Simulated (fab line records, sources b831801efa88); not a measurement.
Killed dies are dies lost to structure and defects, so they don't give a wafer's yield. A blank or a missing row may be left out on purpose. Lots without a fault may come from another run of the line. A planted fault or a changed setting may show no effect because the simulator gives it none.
One fault seen from 2 desks | flow sky130 | each desk has only its own numbers; what lay behind them comes last

THE METROLOGY DESK
What the gauges read, lot by lot, whatever tool the lot ran on: means of the sampled wafers that have a number. A lot is out of limits, marked OUT, if its mean lies more than 4 standard deviations from the usual mean; the brackets give that distance.
Columns: A = FIELD_ISO_OXIDATION_00_THK at SKY_FIELD_ISO_THK_MEAS_02, usual 11.99 nm; B = FIELD_ISO_OXIDATION_01_THK at SKY_FIELD_ISO_THK_MEAS_23, usual 10.01 nm; C = PWDE_OVL at SKY_PWDE_OVL_MEAS_07, usual 0.4 nm; D = PWDE_RS at SKY_NWELL_RS_MEAS_31, usual 5271 ohm/sq
lot  | first seen here | A     | B     | C    | D
L425 | day 1 17:35     | 12.07 | 9.95  | 3.4  | 5269
L426 | day 1 23:00     | 12.08 | 9.94  | -2.0 | 5262
L428 | day 2 08:39     | 11.56 | 10.06 | 3.9  | 5261
L429 | day 2 12:38     | 12.06 | 10.07 | 0.0  | 5273
L430 | day 2 17:38     | 11.98 | 9.83  | 0.6  | 5279
L431 | day 2 23:22     | 11.99 | 9.88  | 0.8  | 5305
L432 | day 3 04:46     | 11.72 | 10.05 | 0.1  | 5264
L433 | day 3 09:19     | 12.11 | 9.85  | -0.0 | 5269
L434 | day 3 13:42     | 12.03 | 10.13 | -2.0 | 5256
L440 | day 4 21:25     | 12.13 | 10.04 | -1.0 | 5339
L441 | day 5 01:36     | 12.06 | 10.37 | 0.5  | 5372 (+6.0) OUT
L444 | day 5 15:38     | 11.91 | 10.14 | -1.9 | 5250
L446 | day 6 02:01     | 11.83 | 9.91  | 2.1  | 5292
This desk's finding: out of limits on L441; first on L441, day 9 18:12 (PWDE_RS at SKY_NWELL_RS_MEAS_31). In limits: L425, L426, L428, L429, L430, L431, L432, L433, L434, L440, L444, L446.

THE TOOL OWNER'S DESK: implanter-04
The tool's own readings at SKY_PWDE_IMPLANT_08: means of the sampled wafers that have a number, for each lot that ran on this tool. A lot is out of limits, marked OUT, if its mean lies more than 4 standard deviations from the usual mean; the brackets give that distance.
Columns: A = dose_ions_cm2 at SKY_PWDE_IMPLANT_08, usual 3.6e+12
lot  | first seen here | A
L430 | day 5 04:40     | 3.6e+12
L433 | day 6 00:05     | 3.6e+12
L440 | day 7 17:06     | 3.5e+12 (-19) OUT
L441 | day 7 22:01     | 3.5e+12 (-19) OUT
This desk's finding: out of limits on L440, L441; first on L440, day 7 17:06 (dose_ions_cm2 at SKY_PWDE_IMPLANT_08). In limits: L430, L433.

PUT TOGETHER
The tool owner's desk could have raised an alarm at day 7 17:06, on L440, L441.
The metrology desk could have raised an alarm at day 9 18:12, on L441.
The metrology desk has L440 on record, within its limits.
Of the lots named, all ran SKY_PWDE_IMPLANT_08 on implanter-04.

WHAT THE SIMULATOR HAD PUT IN
Process parameter drift: implanter-04, from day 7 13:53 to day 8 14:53, at SKY_PWDE_IMPLANT_08. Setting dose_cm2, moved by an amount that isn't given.
Lots struck among those shown: L440, L441.
Hours from the fault's start to each desk's first reading out of limits: the tool owner's desk, 3; the metrology desk, 52.
